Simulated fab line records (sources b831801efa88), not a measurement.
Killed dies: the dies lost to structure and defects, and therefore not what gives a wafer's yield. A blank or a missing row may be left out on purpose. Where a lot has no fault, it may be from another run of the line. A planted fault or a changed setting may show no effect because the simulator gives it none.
A lot that was struck, set against a sound lot | flow gf180mcu | 34 steps out of a route of 602
Sound: wafers L946.1, L946.2, L946.4. Wafers struck: L944.1, L944.5, L944.6. The cause comes at the end.
At each step with rows: each side's tool, then ch and its chambers, then its first start. Under that, the readings that differ: sound wafers | struck wafers | difference of the means | sigmas: that difference in standard deviations of wafers without a fault.
alike: readings whose means differ by less than 2 such deviations, and words and numbers that are the same on both sides. not compared: withheld readings, readings that some wafer has no value for, bounds like >300 that may hide the same value, and numbers for which the record gives no deviation and whose values overlap.
A row with sigmas, a row that says differs or no value, or rows on one side alone: a step with any of these is where the two part. Non-overlapping numbers with no deviation appear without sigmas and do not part them. A reading missing from all wafers of one side parts the sides only when that side holds two or more wafers.

GF_HV_LDD_STRIP_22: strips in O2/N2.
  sound on plasma-asher-04 ch 0,1, day 16 06:41; struck on plasma-asher-03 ch 0,1, day 15 16:59
  alike: drypump-motor-current-A, heater-power-w, oes-product-au, strip-time-to-endpoint-s
  not compared: rf-hours-counter-h
GF_HV_LDD_TW_MEAS_23:
  struck on film-metro-02, day 15 17:05; sound on film-metro-04, day 16 06:47
  alike: HV_LDD_2_TW
then, 7 steps without rows for these wafers: GF_HV_LDD_DEHYDRATE_24 (time 60 s); GF_HV_LDD_HMDS_25 (prime time 60 s); GF_HV_LDD_COAT_26 (resist thk 1000 nm); GF_HV_LDD_SOFTBAKE_27 (time 60 s); GF_HV_LDD_EXPOSE_28 (exposes mask Nplus HV AREA, target cd 400 nm); GF_HV_LDD_PEB_29; GF_HV_LDD_DEVELOP_30 (develop time 60 s).
GF_HV_LDD_CD_MEAS_31: target cd 400 nm.
  struck on cd-sem-01, day 16 14:24; sound on cd-sem-02, day 17 04:20
  alike: cd-nm
GF_HV_LDD_OVL_MEAS_32:
  struck on overlay-02, day 16 14:31; sound on overlay-02, day 17 04:28
  alike: HV_LDD_02_OVL
following that, these wafers have no rows for 1 step: GF_HV_LDD_IMPLANT_33.
GF_HV_LDD_IMPLANT_34:
  sound on implanter-04 ch 0, day 17 04:38; struck on implanter-02 ch 0, day 16 14:42
  reading            | sound                        | struck                        | difference | sigmas
  dose-ions-cm2      | 7.51e+12 7.499e+12 7.516e+12 | 8.768e+12 8.766e+12 8.772e+12 | +1.260e+12 | +99 or more
  faraday-current-uA | 42.2 41.9 42.7               | 50.4 48.7 50.9                | +7.7       | +10
  alike: rotation-deg
then, 2 steps without rows for these wafers: GF_HV_LDD_IMPLANT_35; GF_HV_LDD_IMPLANT_36.
GF_HV_LDD_STRIP_37: strips in O2/N2.
  sound on plasma-asher-01 ch 0,1, day 17 05:05; struck on plasma-asher-01 ch 0,1, day 16 15:09
  alike: drypump-motor-current-A, heater-power-w, oes-product-au, strip-time-to-endpoint-s
  not compared: rf-hours-counter-h
GF_HV_LDD_TW_MEAS_38:
  struck on film-metro-03, day 16 15:15; sound on film-metro-03, day 17 05:11
  alike: HV_LDD_3_TW
then, 7 steps without rows for these wafers: GF_HV_LDD_DEHYDRATE_39 (time 60 s); GF_HV_LDD_HMDS_40 (prime time 60 s); GF_HV_LDD_COAT_41 (resist thk 1000 nm); GF_HV_LDD_SOFTBAKE_42 (time 60 s); GF_HV_LDD_EXPOSE_43 (exposes mask Pplus HV AREA, target cd 400 nm); GF_HV_LDD_PEB_44; GF_HV_LDD_DEVELOP_45 (develop time 60 s).
GF_HV_LDD_CD_MEAS_46: target cd 400 nm.
  struck on cd-sem-01, day 17 14:44; sound on cd-sem-01, day 18 04:11
  alike: cd-nm
GF_HV_LDD_OVL_MEAS_47:
  struck on overlay-01, day 17 14:51; sound on overlay-02, day 18 04:19
  alike: HV_LDD_03_OVL
following that, these wafers have no rows for 1 step: GF_HV_LDD_IMPLANT_48.
GF_HV_LDD_STRIP_49: strips in O2/N2.
  sound on plasma-asher-03 ch 0,1, day 18 04:29; struck on plasma-asher-03 ch 0,1, day 17 15:02
  alike: drypump-motor-current-A, heater-power-w, oes-product-au, strip-time-to-endpoint-s
  not compared: rf-hours-counter-h
GF_HV_LDD_TW_MEAS_50:
  struck on film-metro-04, day 17 15:08; sound on film-metro-04, day 18 04:35
  alike: HV_LDD_4_TW
then, 1 step without rows for these wafers: GF_HV_LDD_CLEAN_51 (cleans in SC1/SC2, time 150 s).
GF_HV_LDD_RTA_52: time 10 s.
  sound on rtp-anneal-01 ch 0, day 18 04:45; struck on rtp-anneal-02 ch 0, day 17 15:15
  reading            | sound          | struck         | difference | sigmas
  lamp-power-pct (%) | 29.2 29.2 29.3 | 34.1 34.0 34.1 | +4.8       | +2
  alike: anneal-temp-c-max, wafer_temp_C_max
GF_HV_LDD_RS_MEAS_53: uses a four-point probe to measure.
  struck on film-metro-02, day 17 15:19; sound on film-metro-03, day 18 04:49
  reading            | sound             | struck            | difference | sigmas
  HV_LDD_RS (ohm/sq) | 419.2 419.0 420.8 | 414.4 414.4 414.2 | -5.3       | -6
then, 1 step without rows for these wafers: GF_HV_LDD_CVD_54 (deposits SiO2 from TEOS, target thk 10 nm, time 75 s).
-- a jump in the record: the struck wafers' starts before and after are 16 days apart (it breaks off in module HV_LDD and resumes in module PASSIVATION, where the first step shown is number 602 of the route) --
GF_PASSIVATION_PROBE_99:
  only the struck wafers here have rows in the record (prober-02, day 33 10:47); the sound ones have none

== WHERE THEY PART ==
Earliest at GF_HV_LDD_IMPLANT_34; latest, in this record, at GF_PASSIVATION_PROBE_99.

WHY: whatever the simulator had introduced
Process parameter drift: implanter-02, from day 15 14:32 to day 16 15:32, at GF_HV_LDD_IMPLANT_34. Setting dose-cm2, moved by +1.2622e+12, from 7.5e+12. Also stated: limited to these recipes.
